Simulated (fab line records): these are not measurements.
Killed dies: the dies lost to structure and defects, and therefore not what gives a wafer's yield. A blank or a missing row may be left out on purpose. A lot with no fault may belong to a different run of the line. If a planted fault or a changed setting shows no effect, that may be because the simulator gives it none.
Problem report in the 8D (eight disciplines) form, filled by code + flow sky130 + the parts of the form that need people (team, actions taken, sign-off) are left out

== 1. PROBLEM STATEMENT ==
Across 6 wafers from 2 lots, CONTACT_CVD_00_THK at SKY_CONTACT_THK_MEAS_01 averages 90.0 nm, while fault-free wafers read 75.0 nm with a standard deviation of 1.2. Measured from the usual mean, that is +13 standard deviations.
Earliest sighting: wafer L229.2 on film_metro-02 at day 35 23:19. Wafers with a number at this step in the record: 42, from 14 lots. Rule for "out" (also "out of limits"): further than 4 standard deviations from the usual mean. The rest of the wafers with a number are treated as sound.

== 2. WHAT IT IS, AND WHAT IT ISN'T ==
| question                    | is                     | is not                                                                                       |
|-----------------------------|------------------------|----------------------------------------------------------------------------------------------|
| which readings at this step | CONTACT_CVD_00_THK     | -                                                                                            |
| which lots                  | L229, L232             | L214, L216, L219, L220, L221, L222, L223, L233, L234, L235, L236, L237                       |
| which wafers of those lots  | all that have a number | -                                                                                            |
| read on which gauges        | film_metro-02          | film_metro-01, film_metro-04                                                                 |
| when                        | from day 35 23:19      | up to then (21 sound wafers); but 15 sound wafers of L233, L234, L235, L236, L237 came after |

== 3. WHAT RULES OUT EACH SUSPECT ==
Counting: a tool at a process step up to the reading stays a suspect if it ran every lot that is out and no sound lot after the first of them.
- the gauge at SKY_CONTACT_THK_MEAS_01 has been ruled out. All the wafers that are out were read on film_metro-02, but those of them that SKY_CONTACT_ETCH_18 has rows for are out there too, on other tools.
- rie_diel-03 at SKY_LI_CONTACT_ETCH_15 (etches PSG in C4F8/O2/Ar, stops on Si, target depth 600 nm): ruled out as a lasting fault. Following L229 (day 34 18:23), the first lot on it that is out, the sound lots L233, L236, L237 were run on it.
- pecvd-03 at SKY_CONTACT_CVD_00 (deposits Si3N4, target thk 75 nm): kept. All lots that are out passed through it, beginning with L229 at day 35 23:15, and no sound lot followed; its final sound lot before that point was L219 at day 32 16:26.
After counting, what remains is pecvd-03 at SKY_CONTACT_CVD_00.

== 4. THE CAUSE (what the simulator had put in) ==
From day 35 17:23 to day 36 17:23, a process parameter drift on pecvd-03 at SKY_CONTACT_CVD_00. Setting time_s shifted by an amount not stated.
After counting, this tool was the only one left.

== 5. SEQUENCE OF EFFECTS, ordered by route ==
One row per reading whose mean, taken over the struck wafers that have a number, lies over 3 standard deviations from the usual. Scope: only readings with a usual standard deviation given in the record; hours: median across lots of the time from each lot's start at the first step in this table that gives one to its start at this step; sigmas: change in usual standard deviations.
| hours | step                    | reading            | usual      | on struck wafers | change | sigmas |
|-------|-------------------------|--------------------|------------|------------------|--------|--------|
| 0     | SKY_CONTACT_THK_MEAS_01 | CONTACT_CVD_00_THK | 75.0 nm    | 90.0             | +15.0  | +13    |
| -     | SKY_CONTACT_ETCH_18     | oes_product_au     | 0.855 a.u. | 0.951            | +0.096 | +11    |
Its process steps:
- SKY_CONTACT_ETCH_18: etches Si3N4 in CHF3/O2, stops on TiN, time 39 s, target depth 75 nm.

== 6. HOW IT WOULD HAVE BEEN CAUGHT EARLIER ==
Counted from the fault's start at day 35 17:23, it took 6 hours until the first out-of-limits reading at a measuring or inspecting step in this record, taken at day 35 23:19.
Tool readings at SKY_CONTACT_CVD_00 with a usual standard deviation given in the record: none out on any struck wafer, hence no alarm at a limit of 4 standard deviations on them.
Of the lots that are out (2), L232 began SKY_CONTACT_CVD_00 on pecvd-03 after day 35 23:19. Had the tool been put on hold then, it would have been spared.
